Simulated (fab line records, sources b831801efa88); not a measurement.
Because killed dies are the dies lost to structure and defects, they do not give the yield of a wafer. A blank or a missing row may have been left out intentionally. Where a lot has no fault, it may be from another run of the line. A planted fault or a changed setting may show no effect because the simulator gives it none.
Struck lot and sound lot, side by side ; flow sky130 ; 44 out of 708 route steps
Sound: wafers L788.2, L788.5, L788.6. Wafers struck: L800.1, L800.3, L800.4. At the end, the cause is stated.
Each step with rows lists, per side, the tool, then ch with its chambers, then its first start. Under that, the readings that differ: sound wafers ; struck wafers ; difference of the means ; sigmas: that difference in standard deviations of wafers without a fault.
alike: a reading whose means differ by less than 2 such deviations, as well as words and numbers matching on both sides. not compared: withheld readings; readings where some wafer has no value; bounds like >300 that might hide an equal value; numbers whose values overlap and for which the record gives no deviation.
The two part at a step that has a row with sigmas, a row that says differs or no value, or rows on one side only. Numbers that have no deviation but don't overlap get no sigmas and don't part them. Lack of a reading on every wafer of one side parts them only where that side has two or more wafers.

first, 1 step without rows for these wafers: SKY_SONOS_TUNNEL_DEVELOP_06 (develop time 60 s).
SKY_SONOS_TUNNEL_CD_MEAS_07: the cd target is 410 nm.
  sound on cd-sem-02 at day 11 15:56; struck on cd-sem-02 at day 15 14:58
reading;sound;struck;difference;sigmas
cd-nm (nm);413.8 412.3 414.3;407.1 407.5 405.4;-6.8;-3
SKY_SONOS_TUNNEL_OVL_MEAS_08:
  sound on overlay-02 at day 11 16:02; struck on overlay-02 at day 15 15:05
  alike: SONOS_TUNNEL_OVL
then, 3 steps without rows for these wafers: SKY_SONOS_TUNNEL_IMPLANT_09; SKY_SONOS_TUNNEL_WET_ETCH_10 (etches SiO2 in dHF, target depth 14 nm, time 280 s); SKY_SONOS_TUNNEL_STRIP_11 (strips in SPM, time 600 s).
SKY_SONOS_TUNNEL_TW_MEAS_12:
  sound on film-metro-04 at day 11 16:30; struck on film-metro-03 at day 15 15:32
  alike: SONOS_TUNNEL_TW
then, 2 steps without rows for these wafers: SKY_SONOS_TUNNEL_CLEAN_13 (cleans in dHF, time 20 s); SKY_SONOS_ONO_OXIDATION_00 (stabilise 600 s, purge 300 s, target thk 2.6 nm).
SKY_SONOS_ONO_THK_MEAS_01:
  sound on film-metro-01 at day 11 19:41; struck on film-metro-01 at day 15 17:09
  alike: SONOS_ONO_OXIDATION_THK
then, 1 step without rows for these wafers: SKY_SONOS_ONO_CVD_02 (deposits Si3N4 from DCS/NH3, target thk 10.5 nm, time 180 s).
SKY_SONOS_ONO_THK_MEAS_03:
  sound on film-metro-03 at day 11 20:48; struck on film-metro-01 at day 15 18:32
  alike: SONOS_ONO_CVD_02_THK
SKY_SONOS_ONO_CVD_04: deposits SiO2 from SiH4/N2O, target thk 5.7199 nm.
  sound on lpcvd-03 ch 0, day 11 20:51; struck on lpcvd-03 ch 1, day 15 18:35
reading;sound;struck;difference;sigmas
model.SiO2_of_SONOS_ONO_CVD_04.thk-nm (nm);5.79 5.784 5.857;6.378 6.416 6.416;+0.593;
  alike: pressure-mtorr
SKY_SONOS_ONO_THK_MEAS_05:
  sound on film-metro-03 at day 11 22:07; struck on film-metro-03 at day 15 19:50
reading;sound;struck;difference;sigmas
SONOS_ONO_CVD_04_THK (nm);5.80 5.77 5.83;6.43 6.43 6.45;+0.64;+8
then, 7 steps without rows for these wafers: SKY_SONOS_ONO_DEHYDRATE_06 (time 60 s); SKY_SONOS_ONO_HMDS_07 (prime time 60 s); SKY_SONOS_ONO_COAT_08 (resist thk 1140 nm); SKY_SONOS_ONO_SOFTBAKE_09 (time 60 s); SKY_SONOS_ONO_EXPOSE_10 (exposes mask ONOM, target cd 410 nm); SKY_SONOS_ONO_PEB_11; SKY_SONOS_ONO_DEVELOP_12 (develop time 60 s).
SKY_SONOS_ONO_CD_MEAS_13: the cd target is 410 nm.
  sound on cd-sem-02 at day 12 22:35; struck on cd-sem-01 at day 16 23:16
  alike: cd-nm
SKY_SONOS_ONO_OVL_MEAS_14:
  sound on overlay-02 at day 12 22:41; struck on overlay-02 at day 16 23:23
  alike: SONOS_ONO_OVL
SKY_SONOS_ONO_ETCH_15: etches the open film in CHF3/O2, target depth 19.52 nm, time 7.8 s.
  sound on rie-diel-03 ch 0,3, day 12 22:43; struck on rie-diel-03 ch 0,1, day 16 23:25
  alike: drypump-motor-current-A, oes-product-au, throttle-valve-pct
  not compared: rf-hours-counter-h
then, 1 step without rows for these wafers: SKY_SONOS_ONO_WET_ETCH_16 (etches SiO2 in dHF, target depth 14 nm, time 280 s).
SKY_SONOS_ONO_STRIP_17: strips in O2/N2.
  sound on plasma-asher-03 ch 0,1, day 12 22:50; struck on plasma-asher-01 ch 0,1, day 16 23:39
  alike: drypump-motor-current-A, o2-flow-sccm, oes-product-au, strip-time-to-endpoint-s
  not compared: rf-hours-counter-h
then, 3 steps without rows for these wafers: SKY_SONOS_ONO_WET_ETCH_18 (etches Si3N4 in H3PO4, target depth 15 nm, time 172 s); SKY_GATE_OXIDE_CLEAN_00 (cleans in SC1/SC2, time 150 s); SKY_GATE_OXIDE_OXIDATION_01 (stabilise 600 s, purge 300 s, target thk 10.268 nm).
SKY_GATE_OXIDE_THK_MEAS_02:
  sound on film-metro-04 at day 13 00:56; struck on film-metro-04 at day 17 01:40
  alike: GATE_OXIDE_OXIDATION_00_THK
then, 7 steps without rows for these wafers: SKY_GATE_OXIDE_DEHYDRATE_03 (time 60 s); SKY_GATE_OXIDE_HMDS_04 (prime time 60 s); SKY_GATE_OXIDE_COAT_05 (resist thk 1140 nm); SKY_GATE_OXIDE_SOFTBAKE_06 (time 60 s); SKY_GATE_OXIDE_EXPOSE_07 (exposes mask LVOM, target cd 600 nm); SKY_GATE_OXIDE_PEB_08; SKY_GATE_OXIDE_DEVELOP_09 (develop time 60 s).
SKY_GATE_OXIDE_OVL_MEAS_10:
  sound on overlay-01 at day 14 02:07; struck on overlay-02 at day 18 06:51
  alike: GATE_OXIDE_OVL
then, 2 steps without rows for these wafers: SKY_GATE_OXIDE_IMPLANT_11; SKY_GATE_OXIDE_WET_ETCH_12 (etches SiO2 in dHF, target depth 16.8 nm, time 336 s).
SKY_GATE_OXIDE_STRIP_13: strips in O2/N2.
  sound on plasma-asher-01 ch 0,1, day 14 02:23; struck on plasma-asher-02 ch 0,1, day 18 07:08
reading;sound;struck;difference;sigmas
strip-time-to-endpoint-s (s);14.24 14.29 14.27;14.13 14.13 14.16;-0.13;-3
  alike: drypump-motor-current-A, o2-flow-sccm, oes-product-au
  not compared: rf-hours-counter-h
SKY_GATE_OXIDE_TW_MEAS_14:
  sound on film-metro-01 at day 14 02:30; struck on film-metro-02 at day 18 07:14
reading;sound;struck;difference;sigmas
GATE_OXIDE_TW;221.3 220.9 221.4;225.7 224.7 224.4;+3.7;+3
SKY_GATE_OXIDE_CLEAN_15: cleans in SC1/SC2, time 150 s.
  sound on wet-bench-01 ch 0, day 14 02:33; struck on wet-bench-04 ch 2, day 18 07:18
reading;sound;struck;difference;sigmas
model.SiO2_of_SONOS_ONO_CVD_04.thk-nm (nm);4.277 4.272 4.342;4.866 4.906 4.907;+0.596;
-- here the record skips 31 days between the struck wafers' starts before and after, leaving off in module GATE_OXIDE and picking up in module PAD_OPEN (first step shown: number 708 of the route) --
SKY_PAD_OPEN_PROBE_99:
  sound on prober-02 at day 45 21:04; struck on prober-02 at day 49 06:37
reading;sound;struck;difference;sigmas
model.etest.sonos-erased.drive-ua-um;204.2 177.9 216.8;151.4 132.5 155.3;-53.2;
model.etest.cap-ono.gate-log10-a-cm2;-8.163 -8.113 -7.974;-8.763 -8.969 -8.979;-0.820;
model.etest.cap-ono.gate-bv-v (V);16.77 16.84 15.91;17.29 17.56 17.29;+0.87;
model.etest.cap-ono.tox-acc-nm (nm);13.01 12.96 12.93;13.59 13.68 13.7;+0.69;
model.etest.sonos-programmed.off-log10-a-um;-14.08 -13.96 -13.99;-13.84 -13.5 -13.01;+0.56;
model.etest.sonos-programmed.vt-v (V);1.438 1.446 1.425;1.129 1.038 0.9981;-0.381;
model.etest.sonos-erased.vt-v (V);-2.253 -2.218 -2.309;-1.95 -1.867 -1.889;+0.36;
model.etest.sonos-baked.vt-v (V);0.9228 0.9487 0.9362;0.7168 0.6313 0.6086;-0.2837;
  alike: killed_at_M0_to_M3, killed_at_M4_up, killed-at-contacts, killed-at-front-end, killed-at-other, killed-dies, killed-open, killed-short

## WHERE THEY PART
Earliest at SKY_SONOS_TUNNEL_CD_MEAS_07; latest, in this record, at SKY_GATE_OXIDE_TW_MEAS_14. Later steps at which nothing parts them and some readings are alike: SKY_PAD_OPEN_PROBE_99.

WHY: what the simulator had put in
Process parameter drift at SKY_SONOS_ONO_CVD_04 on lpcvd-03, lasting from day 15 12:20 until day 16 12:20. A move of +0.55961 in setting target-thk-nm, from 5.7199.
